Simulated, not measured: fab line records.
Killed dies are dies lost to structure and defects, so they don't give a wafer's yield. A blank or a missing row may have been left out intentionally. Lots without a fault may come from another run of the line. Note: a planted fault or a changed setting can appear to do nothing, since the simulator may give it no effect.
fab line records | flow sky130
record lots=12 | wafers=36 | last-day=50
route steps=708 shown FIELD_ISO@15 NWELL@79 SONOS_ONO@169 PAD_OPEN@708
lots with no fault: from the same line, run without faults
start-h: hours from the record's first day to the start of the lot's first wafer shown | wait-h: hours from the lot's prior step to this one | " unchanged from the row above | L1.1+2: one row covering several wafers at once | - no value, or no start was given | * or withheld: withheld | < > ~ a bound
route shown NAME@n: a module of which the file shows steps, and the number in the route of the first | usual: mean/standard deviation of fault-free wafers | same: alike in all rows | chamber/n: place in a boat | sites: each site's reading | _std_site: standard deviation across them | _edge_site: outer sites' mean less inner sites' | radius-mm: for every site, how far away it sits from the centre of the wafer | mask NAME#n: copy n | behind: the tool/chamber that last shaped the wafer | hold: what put the lot on hold/how long, in hours/how the hold closed | device: the transistor (n, p or np) that didn't switch | end of line: the same wafers' tests at the end of the route | where a step has no rows: the recipe by itself | killed: at the first sort, the dies lost to defects and structure; wafer yield is something else | map: dies across one wafer; x = killed, . = not, _ = none there
set.NAME: the setting the step ran with; set.NAME@STEP: the setting that earlier step ran with | model.NAME: the simulator's own value behind a step, which no gauge read
steps of the route over a sample of lots; a table a step, a row a wafer
services: the hour from which a tool's chamber was out of use, counted from the record's first day as start-h (under 0 if before that day), plus the number of hours and why
## steps
# step SKY_FIELD_ISO_ETCH_14
# recipe chemistry=N2/H2 | target=BARC | ion-energy-ev=200 | source-w=500 | bias-w=100 | pressure-mtorr=30 | n2-flow-sccm=100 | h2-flow-sccm=200 | stop-on=SiO2 | time-s=45.9 | target-depth-a=600
# usual chamber-pressure-mTorr=30.000/0.026 | drypump-motor-current-A=5.9/0.41 | oes-product-au=0.855/0.0047 | run-length-s=74.2/0.48 | throttle-valve-pct=13.226/0.0091
lot.wafer | tool        | chamber | start-h | wait-h | chamber-pressure-mTorr | drypump-motor-current-A | oes-product-au | rf-hours-counter-h | run-length-s | throttle-valve-pct
L916.1    | rie-diel-04 | 0       | 31.04   | 0.1    | 30.025                 | 5.5                     | 0.858          | 19                 | 74.6         | 13.225
L916.4    | "           | 3       | "       | "      | 29.995                 | 5.4                     | 0.847          | 94                 | 73.7         | 13.222
L916.6    | "           | 1       | "       | "      | 29.976                 | 5.6                     | 0.854          | -                  | 73.9         | 13.242
L918.3    | rie-diel-03 | 0       | 39.40   | 0.1    | 30.062                 | 6.7                     | 0.854          | 97                 | 74.7         | 13.220
L918.5    | "           | 3       | "       | "      | 29.993                 | 6.2                     | 0.852          | -                  | 73.2         | 13.239
L918.6    | "           | 2       | "       | "      | 30.021                 | 5.5                     | 0.859          | -                  | 74.0         | 13.216
L920.1    | rie-diel-03 | 0       | 50.15   | 0.1    | 29.941                 | 6.7                     | 0.854          | 98                 | 74.6         | 13.221
L920.4    | "           | 3       | "       | "      | 30.011                 | 6.1                     | 0.854          | 3                  | 73.6         | 13.215
L920.6    | "           | 0       | "       | "      | 30.019                 | 6.6                     | 0.844          | -                  | 74.8         | 13.218
L921.1    | rie-diel-02 | 2       | 57.15   | 0.1    | 30.001                 | 5.8                     | 0.849          | 110                | 74.5         | 13.212
L921.4    | "           | 1       | "       | "      | 30.010                 | 5.4                     | 0.853          | 62                 | 74.4         | 13.228
L921.6    | "           | 0       | "       | "      | 30.025                 | 6.2                     | 0.855          | -                  | 74.4         | 13.231
L922.2    | rie-diel-04 | 3       | 60.70   | 0.1    | 29.981                 | 5.4                     | 0.864          | 95                 | 74.3         | 13.227
L922.4    | "           | 2       | "       | "      | 30.015                 | 5.6                     | 0.856          | 137                | 74.8         | 13.207
L922.6    | "           | 2       | "       | "      | 29.967                 | 5.6                     | 0.854          | -                  | 74.5         | 13.218
L924.2    | rie-diel-04 | 0       | 73.21   | 0.1    | 29.999                 | 5.6                     | 0.850          | 19                 | 74.5         | 13.243
L924.5    | "           | 3       | "       | "      | 30.012                 | 5.3                     | 0.852          | -                  | 73.8         | 13.230
L924.6    | "           | 2       | "       | "      | 30.011                 | 5.6                     | 0.848          | -                  | 74.6         | 13.216
L926.4    | rie-diel-02 | 1       | 80.36   | 0.0    | 29.975                 | 5.4                     | 0.850          | 62                 | 74.7         | 13.217
L926.5    | "           | 2       | "       | "      | 29.982                 | 5.8                     | 0.861          | -                  | 74.5         | 13.226
L926.6    | "           | 1       | "       | "      | 30.023                 | 5.4                     | 0.859          | -                  | 74.2         | 13.241
L930.1    | rie-diel-04 | 0       | 103.49  | 0.1    | 29.990                 | 5.5                     | 0.858          | 19                 | 74.3         | 13.237
L930.2    | "           | 3       | "       | "      | 30.045                 | 5.4                     | 0.851          | 95                 | 74.6         | 13.228
L930.3    | "           | 1       | "       | "      | 29.985                 | 5.6                     | 0.854          | 25                 | 74.0         | 13.222
L933.1    | rie-diel-02 | 2       | 116.40  | 0.1    | 29.997                 | 5.9                     | 0.855          | 111                | 74.6         | 13.213
L933.3    | "           | 3       | "       | "      | 29.985                 | 6.1                     | 0.867          | 128                | 73.9         | 13.239
L933.6    | "           | 1       | "       | "      | 30.019                 | 5.3                     | 0.862          | -                  | 74.1         | 13.221
L934.2    | rie-diel-03 | 3       | 122.36  | 0.1    | 29.948                 | 6.1                     | 0.857          | 5                  | 73.2         | 13.224
L934.3    | "           | 2       | "       | "      | 29.982                 | 5.5                     | 0.862          | 154                | 73.7         | 13.225
L934.4    | "           | 0       | "       | "      | 29.966                 | 6.6                     | 0.856          | 99                 | 74.7         | 13.222
L937.1    | rie-diel-02 | 3       | 138.15  | 0.1    | 29.967                 | 6.1                     | 0.854          | 129                | 73.5         | 13.231
L937.3    | "           | 1       | "       | "      | 29.968                 | 5.4                     | 0.858          | 63                 | 74.2         | 13.228
L937.6    | "           | 0       | "       | "      | 29.933                 | 6.2                     | 0.857          | -                  | 74.3         | 13.233
L939.1    | rie-diel-03 | 0       | 148.01  | 0.1    | 30.021                 | 6.7                     | 0.858          | 100                | 74.6         | 13.224
L939.3    | "           | 2       | "       | "      | 29.990                 | 5.5                     | 0.861          | 154                | 74.0         | 13.230
L939.4    | "           | 3       | "       | "      | 29.988                 | 6.1                     | 0.853          | 5                  | 73.2         | 13.219
# step SKY_FIELD_ISO_ETCH_17
# recipe target-depth-a=3420 | mask-material=Si3N4 | chemistry=HBr/Cl2/O2 | target=Si | taper-deg=5 | icp-w=600 | bias-w=150 | pressure-mtorr=15 | HBr_flow_sccm=150 | Cl2_flow_sccm=40 | O2_flow_sccm=6 | time-s=97.7
# usual chamber-pressure-mTorr=14.999/0.012 | drypump-motor-current-A=5.78/0.26 | mfc-cl2-sccm=40.01/0.11 | oes-product-au=1.002/0.016 | run-length-s=126.0/0.47 | throttle-valve-pct=25.656/0.013
lot.wafer | tool      | chamber | start-h | wait-h | chamber-pressure-mTorr | drypump-motor-current-A | mfc-cl2-sccm | oes-product-au | rf-hours-counter-h | run-length-s | throttle-valve-pct
L916.1    | rie-si-01 | 1       | 31.24   | 0.1    | 15.011                 | 5.50                    | 39.95        | 1.003          | 64                 | 126.4        | 25.663
L916.4    | "         | 2       | "       | "      | 14.991                 | 6.03                    | 39.92        | 1.009          | 1                  | 125.2        | 25.662
L916.6    | "         | 1       | "       | "      | 15.000                 | 5.52                    | 40.04        | 1.000          | -                  | 126.3        | 25.651
L918.3    | rie-si-01 | 0       | 39.60   | 0.0    | 14.977                 | 5.39                    | 40.03        | 1.010          | 141                | 125.9        | 25.638
L918.5    | "         | 2       | "       | "      | 15.005                 | 6.04                    | 40.17        | 1.005          | -                  | 125.1        | 25.658
L918.6    | "         | 1       | "       | "      | 15.014                 | 5.55                    | 40.11        | 0.992          | -                  | 126.9        | 25.670
L920.1    | rie-si-01 | 3       | 50.35   | 0.1    | 14.992                 | 5.68                    | 39.97        | 0.999          | 62                 | 125.7        | 25.668
L920.4    | "         | 2       | "       | "      | 15.005                 | 6.04                    | 39.94        | 1.000          | 1                  | 125.1        | 25.662
L920.6    | "         | 1       | "       | "      | 14.989                 | 5.53                    | 40.04        | 0.993          | -                  | 126.4        | 25.662
L921.1    | rie-si-01 | 0       | 57.35   | 0.1    | 14.987                 | 5.40                    | 40.15        | 1.013          | 141                | 125.7        | 25.650
L921.4    | "         | 3       | "       | "      | 15.019                 | 5.69                    | 39.89        | 1.001          | 62                 | 125.6        | 25.649
L921.6    | "         | 2       | "       | "      | 14.979                 | 6.03                    | 40.10        | 0.994          | -                  | 125.2        | 25.659
L922.2    | rie-si-02 | 3       | 60.90   | 0.1    | 14.985                 | 5.69                    | 39.82        | 1.027          | 123                | 126.7        | 25.637
L922.4    | "         | 0       | "       | "      | 14.991                 | 5.72                    | 39.86        | 1.003          | 0                  | 125.9        | 25.672
L922.6    | "         | 2       | "       | "      | 14.989                 | 5.82                    | 39.99        | 0.972          | -                  | 126.2        | 25.665
L924.2    | rie-si-01 | 1       | 73.41   | 0.1    | 14.986                 | 5.55                    | 39.94        | 0.980          | 65                 | 126.8        | 25.653
L924.5    | "         | 1       | "       | "      | 14.997                 | 5.54                    | 40.13        | 0.991          | -                  | 126.3        | 25.666
L924.6    | "         | 2       | "       | "      | 15.001                 | 6.04                    | 40.04        | 0.989          | -                  | 125.1        | 25.656
L926.4    | rie-si-02 | 1       | 80.56   | 0.0    | 15.011                 | 6.27                    | 39.85        | 1.010          | 3                  | 126.1        | 25.645
L926.5    | "         | 2       | "       | "      | 15.010                 | 5.82                    | 39.93        | 0.983          | -                  | 126.5        | 25.656
L926.6    | "         | 1       | "       | "      | 15.007                 | 6.22                    | 39.98        | 1.009          | -                  | 126.2        | 25.670
L930.1    | rie-si-02 | 1       | 103.69  | 0.1    | 14.998                 | 6.26                    | 40.04        | 1.005          | 3                  | 125.8        | 25.654
L930.2    | "         | 2       | "       | "      | 14.989                 | 5.82                    | 40.03        | 0.997          | 8                  | 126.2        | 25.663
L930.3    | "         | 3       | "       | "      | 15.010                 | 5.73                    | 40.09        | 1.018          | 123                | 127.1        | 25.644
L933.1    | rie-si-01 | 3       | 116.60  | 0.1    | 15.001                 | 5.68                    | 40.01        | 0.988          | 62                 | 125.4        | 25.672
L933.3    | "         | 1       | "       | "      | 15.001                 | 5.52                    | 39.94        | 0.994          | 65                 | 126.5        | 25.674
L933.6    | "         | 3       | "       | "      | 15.007                 | 5.67                    | 40.15        | 0.984          | -                  | 125.4        | 25.664
L934.2    | rie-si-02 | 0       | 122.56  | 0.1    | 15.012                 | 5.72                    | 40.16        | 1.018          | 1                  | 126.0        | 25.652
L934.3    | "         | 1       | "       | "      | 15.005                 | 6.22                    | 39.77        | 1.000          | 3                  | 125.6        | 25.648
L934.4    | "         | 2       | "       | "      | 14.998                 | 5.82                    | 39.85        | 0.987          | 8                  | 112.1        | 25.655
L937.1    | rie-si-01 | 1       | 138.35  | 0.1    | 14.986                 | 5.54                    | 39.95        | 1.006          | 65                 | 126.4        | 25.648
L937.3    | "         | 2       | "       | "      | 14.992                 | 6.04                    | 40.28        | 0.988          | 2                  | 125.1        | 25.659
L937.6    | "         | 1       | "       | "      | 14.984                 | 5.52                    | 39.99        | 1.002          | -                  | 126.4        | 25.667
L939.1    | rie-si-01 | 3       | 148.21  | 0.1    | 15.000                 | 5.69                    | 40.02        | 0.973          | 62                 | 125.3        | 25.659
L939.3    | "         | 1       | "       | "      | 15.015                 | 5.54                    | 40.07        | 0.997          | 66                 | 126.3        | 25.662
L939.4    | "         | 0       | "       | "      | 14.987                 | 5.38                    | 40.15        | 1.005          | 0                  | 126.1        | 25.648
# step SKY_NWELL_TW_MEAS_26
# usual NWELL_2_TW=495/3.7
lot.wafer | tool          | chamber | start-h | wait-h | NWELL_2_TW
L916.1    | film-metro-03 | -       | 106.52  | 0.1    | 490
L916.4    | "             | -       | "       | "      | 486
L916.6    | "             | -       | "       | "      | 488
L918.3    | film-metro-01 | -       | 119.37  | 0.1    | 495
L918.5    | "             | -       | "       | "      | 496
L918.6    | "             | -       | "       | "      | 496
L920.1    | film-metro-01 | -       | 130.57  | 0.1    | 497
L920.4    | "             | -       | "       | "      | 496
L920.6    | "             | -       | "       | "      | 497
L921.1    | film-metro-04 | -       | 136.72  | 0.1    | 499
L921.4    | "             | -       | "       | "      | 498
L921.6    | "             | -       | "       | "      | 500
L922.2    | film-metro-04 | -       | 141.13  | 0.1    | 496
L922.4    | "             | -       | "       | "      | 493
L922.6    | "             | -       | "       | "      | 495
L924.2    | film-metro-04 | -       | 154.11  | 0.1    | 498
L924.5    | "             | -       | "       | "      | 496
L924.6    | "             | -       | "       | "      | 498
L926.4    | film-metro-04 | -       | 164.35  | 0.1    | 498
L926.5    | "             | -       | "       | "      | 498
L926.6    | "             | -       | "       | "      | 497
L930.1    | film-metro-04 | -       | 190.02  | 0.1    | 493
L930.2    | "             | -       | "       | "      | 493
L930.3    | "             | -       | "       | "      | 495
L933.1    | film-metro-04 | -       | 204.07  | 0.1    | 497
L933.3    | "             | -       | "       | "      | 496
L933.6    | "             | -       | "       | "      | 495
L934.2    | film-metro-03 | -       | 211.45  | 0.1    | 488
L934.3    | "             | -       | "       | "      | 488
L934.4    | "             | -       | "       | "      | 490
L937.1    | film-metro-01 | -       | 232.45  | 0.1    | 497
L937.3    | "             | -       | "       | "      | 496
L937.6    | "             | -       | "       | "      | 496
L939.1    | film-metro-03 | -       | 240.77  | 0.1    | 497
L939.3    | "             | -       | "       | "      | 493
L939.4    | "             | -       | "       | "      | 495
# step SKY_SONOS_ONO_THK_MEAS_01
# recipe reads=SiO2_of_SONOS_ONO_OXIDATION_00
# usual SONOS_ONO_OXIDATION_THK=2.63/0.05
lot.wafer | tool          | chamber | start-h | wait-h | SONOS_ONO_OXIDATION_THK[nm]
L916.1    | film-metro-01 | -       | 255.87  | 0.0    | 2.64
L916.4    | "             | -       | "       | "      | 2.62
L916.6    | "             | -       | "       | "      | 2.68
L918.3    | film-metro-01 | -       | 270.23  | 0.0    | 2.61
L918.5    | "             | -       | "       | "      | 2.67
L918.6    | "             | -       | "       | "      | 2.60
L921.1    | film-metro-01 | -       | 299.71  | 0.0    | 2.54
L921.4    | "             | -       | "       | "      | 2.52
L921.6    | "             | -       | "       | "      | 2.55
L920.1    | film-metro-03 | -       | 299.73  | 0.1    | 2.57
L920.4    | "             | -       | "       | "      | 2.59
L920.6    | "             | -       | "       | "      | 2.63
L922.2    | film-metro-01 | -       | 309.28  | 0.0    | 2.67
L922.4    | "             | -       | "       | "      | 2.66
L922.6    | "             | -       | "       | "      | 2.67
L924.2    | film-metro-03 | -       | 320.47  | 0.0    | 2.66
L924.5    | "             | -       | "       | "      | 2.65
L924.6    | "             | -       | "       | "      | 2.65
L926.4    | film-metro-01 | -       | 334.61  | 0.0    | 2.64
L926.5    | "             | -       | "       | "      | 2.62
L926.6    | "             | -       | "       | "      | 2.59
L930.1    | film-metro-03 | -       | 360.27  | 0.0    | 2.70
L930.2    | "             | -       | "       | "      | 2.61
L930.3    | "             | -       | "       | "      | 2.63
L933.1    | film-metro-03 | -       | 379.44  | 0.0    | 2.68
L933.3    | "             | -       | "       | "      | 2.73
L933.6    | "             | -       | "       | "      | 2.68
L934.2    | film-metro-03 | -       | 390.76  | 0.0    | 2.59
L934.3    | "             | -       | "       | "      | 2.62
L934.4    | "             | -       | "       | "      | 2.61
L937.1    | film-metro-01 | -       | 414.12  | 0.0    | 2.54
L937.3    | "             | -       | "       | "      | 2.59
L937.6    | "             | -       | "       | "      | 2.62
L939.1    | film-metro-03 | -       | 423.81  | 0.0    | 2.68
L939.3    | "             | -       | "       | "      | 2.65
L939.4    | "             | -       | "       | "      | 2.60
# step SKY_PAD_OPEN_PROBE_99
# usual killed_at_M0_to_M3=43/6.1 | killed_at_M4_up=3.5/2 | killed-at-contacts=25/5.1 | killed-at-front-end=14/4.2 | killed-at-other=0.3/0.55 | killed-dies=86/8.3 | killed-open=46/7.2 | killed-short=39/6
# same gross-dies=492 | killed-at-back-side=0
lot.wafer | tool      | chamber | start-h | wait-h | killed_at_M0_to_M3 | killed_at_M4_up | killed-at-contacts | killed-at-front-end | killed-at-other | killed-dies | killed-open | killed-short
L918.3    | prober-02 | -       | 1099.02 | 0.2    | 50                 | 2               | 28                 | 7                   | 0               | 87          | 34          | 53
L918.5    | prober-02 | -       | 1099.12 | 0.2    | 52                 | 2               | 21                 | 13                  | 0               | 88          | 53          | 35
L918.6    | prober-02 | -       | 1099.17 | 0.2    | 44                 | 4               | 26                 | 20                  | 2               | 96          | 59          | 37
L924.2    | prober-02 | -       | 1126.81 | 0.1    | 50                 | 5               | 17                 | 19                  | 0               | 91          | 57          | 34
L924.5    | prober-02 | -       | 1126.96 | 0.2    | 43                 | 3               | 29                 | 13                  | 0               | 88          | 47          | 39
L924.6    | prober-02 | -       | 1127.01 | 0.2    | 46                 | 2               | 27                 | 18                  | 0               | 93          | 51          | 42
L926.4    | prober-01 | -       | 1136.03 | 0.2    | 54                 | 2               | 20                 | 6                   | 0               | 82          | 39          | 42
L926.5    | prober-01 | -       | 1136.08 | 0.2    | 45                 | 6               | 28                 | 13                  | 0               | 92          | 53          | 39
L926.6    | prober-01 | -       | 1136.13 | 0.2    | 34                 | 1               | 24                 | 12                  | 0               | 71          | 45          | 25
L933.1    | prober-02 | -       | 1164.95 | 0.1    | 39                 | 4               | 23                 | 17                  | 0               | 83          | 42          | 41
L933.3    | prober-02 | -       | 1165.05 | 0.2    | 36                 | 3               | 25                 | 16                  | 0               | 80          | 47          | 33
L933.6    | prober-02 | -       | 1165.20 | 0.2    | 47                 | 6               | 15                 | 11                  | 0               | 79          | 40          | 38
# killed by level:class
L918.3 METAL2:geometric-particle:short=9 CONTACT:geometric-particle:open=8 METAL1:geometric-particle:short=7 VIA3:geometric-particle:short=7 VIA1:geometric-particle:open=6 CONTACT:geometric-particle:short=6 LI_CONTACT:geometric-particle:short=5 LI_CONTACT:geometric-particle:open=5
L918.5 VIA1:geometric-particle:open=16 VIA3:geometric-particle:open=8 CONTACT:geometric-particle:open=7 LI_CONTACT:geometric-particle:open=6 METAL1:geometric-particle:short=6 VIA2:geometric-particle:open=6 VIA1:geometric-particle:short=5 POLY_GATE:geometric-particle:short=4
L918.6 VIA1:geometric-particle:open=10 VIA3:geometric-particle:open=9 LI_CONTACT:geometric-particle:open=8 CONTACT:geometric-particle:open=7 POLY_GATE:geometric-particle:open=6 VIA3:geometric-particle:short=6 FIELD_ISO:geometric-particle:open=5 VIA2:geometric-particle:open=5
L924.2 VIA1:geometric-particle:open=17 CONTACT:geometric-particle:open=9 VIA3:geometric-particle:open=8 FIELD_ISO:geometric-particle:short=5 POLY_GATE:geometric-particle:open=4 LOCAL_INTERCONNECT:geometric-particle:short=4 VIA3:geometric-particle:short=4 POLY_GATE:geometric-particle:short=3
L924.5 CONTACT:geometric-particle:open=11 VIA1:geometric-particle:open=9 METAL1:geometric-particle:short=8 CONTACT:geometric-particle:short=6 FIELD_ISO:geometric-particle:open=5 LI_CONTACT:geometric-particle:open=5 VIA3:geometric-particle:open=5 FIELD_ISO:geometric-particle:short=4
L924.6 VIA1:geometric-particle:open=11 CONTACT:geometric-particle:open=10 VIA3:geometric-particle:open=8 CONTACT:geometric-particle:short=7 METAL2:geometric-particle:short=7 VIA3:geometric-particle:short=6 FIELD_ISO:geometric-particle:short=5 LI_CONTACT:geometric-particle:open=5
L926.4 VIA1:geometric-particle:open=13 VIA1:geometric-particle:short=8 VIA3:geometric-particle:open=6 CONTACT:geometric-particle:open=6 VIA3:geometric-particle:short=6 LI_CONTACT:geometric-particle:open=5 METAL2:geometric-particle:short=5 CONTACT:geometric-particle:short=5
L926.5 LI_CONTACT:geometric-particle:open=11 VIA2:geometric-particle:open=10 CONTACT:geometric-particle:open=9 VIA3:geometric-particle:open=7 VIA1:geometric-particle:open=7 METAL2:geometric-particle:short=7 METAL1:geometric-particle:short=5 METAL4:geometric-particle:short=5
L926.6 LI_CONTACT:geometric-particle:open=15 VIA2:geometric-particle:open=7 VIA3:geometric-particle:open=7 METAL1:geometric-particle:short=6 VIA1:geometric-particle:open=6 FIELD_ISO:geometric-particle:short=5 FIELD_ISO:geometric-particle:open=4 CONTACT:geometric-particle:open=4
L933.1 VIA1:geometric-particle:open=10 METAL1:geometric-particle:short=7 CONTACT:geometric-particle:open=6 VIA3:geometric-particle:open=6 FIELD_ISO:geometric-particle:open=4 POLY_GATE:geometric-particle:short=4 LI_CONTACT:geometric-particle:open=4 LOCAL_INTERCONNECT:geometric-particle:short=4
L933.3 CONTACT:geometric-particle:open=11 VIA1:geometric-particle:open=8 VIA2:geometric-particle:open=7 VIA3:geometric-particle:open=7 CONTACT:geometric-particle:short=6 LI_CONTACT:geometric-particle:open=4 FIELD_ISO:geometric-particle:open=3 LI_CONTACT:geometric-particle:short=3
L933.6 VIA1:geometric-particle:open=10 VIA3:geometric-particle:open=8 CONTACT:geometric-particle:open=7 METAL2:geometric-particle:short=5 METAL4:geometric-particle:short=5 VIA2:geometric-particle:short=5 POLY_GATE:geometric-particle:short=4 METAL1:geometric-particle:short=4
## services
tool        | chamber | start-h | hours | kind
rie-diel-03 | -       | 14.80   | 0.3   | repair
rie-si-02   | 0       | 27.39   | -     | clean
rie-si-02   | 0       | 27.39   | 26.0  | scheduled-down
rie-si-02   | 0       | 27.39   | 26.0  | vent-cycle
rie-diel-02 | 2       | 29.22   | 14.9  | repair
rie-diel-03 | -       | 33.28   | 1.1   | repair
rie-diel-03 | -       | 37.10   | 0.5   | repair
rie-diel-03 | -       | 46.53   | 2.8   | pm
rie-diel-03 | 2       | 59.86   | 4.7   | repair
rie-diel-03 | 3       | 60.63   | 2.1   | repair
rie-diel-02 | 1       | 65.89   | 6.1   | repair
rie-si-02   | 0       | 101.84  | 2.9   | repair
rie-si-01   | 0       | 118.41  | -     | clean
rie-si-01   | 0       | 118.41  | 17.0  | scheduled-down
rie-si-01   | 0       | 118.41  | 17.0  | vent-cycle
rie-diel-02 | 2       | 133.37  | 5.3   | repair
## key
first-sign step=SKY_FIELD_ISO_ETCH_17 | reading=run-length-s | direction=down | sigmas=29 | usual=* | struck=*
effect none on later readings
met-at SKY_FIELD_ISO_ETCH_17
struck-lots L934
struck-wafers L934.4
tester-left-out L934
not-acting-at SKY_FIELD_ISO_ETCH_14,SKY_NWELL_TW_MEAS_26,SKY_SONOS_ONO_THK_MEAS_01
onset-between 103.69 122.56
fault kind=process-parameter-drift | tool=rie-si-02 | chamber=- | onset-h=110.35 | steps=SKY_FIELD_ISO_ETCH_17 | channel=time-s | offset=* | shape=step | end-h=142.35 | scope=struck-wafers-only | acts-in=* | stated=*
# tester-left-out: of these lots the tester's yield and bins aren't shown, on N5 and GAA mostly nor the transistor test; their killed dies are dies lost to structure and defects alone, not to doping, threshold or leakage, so they don't give the yield
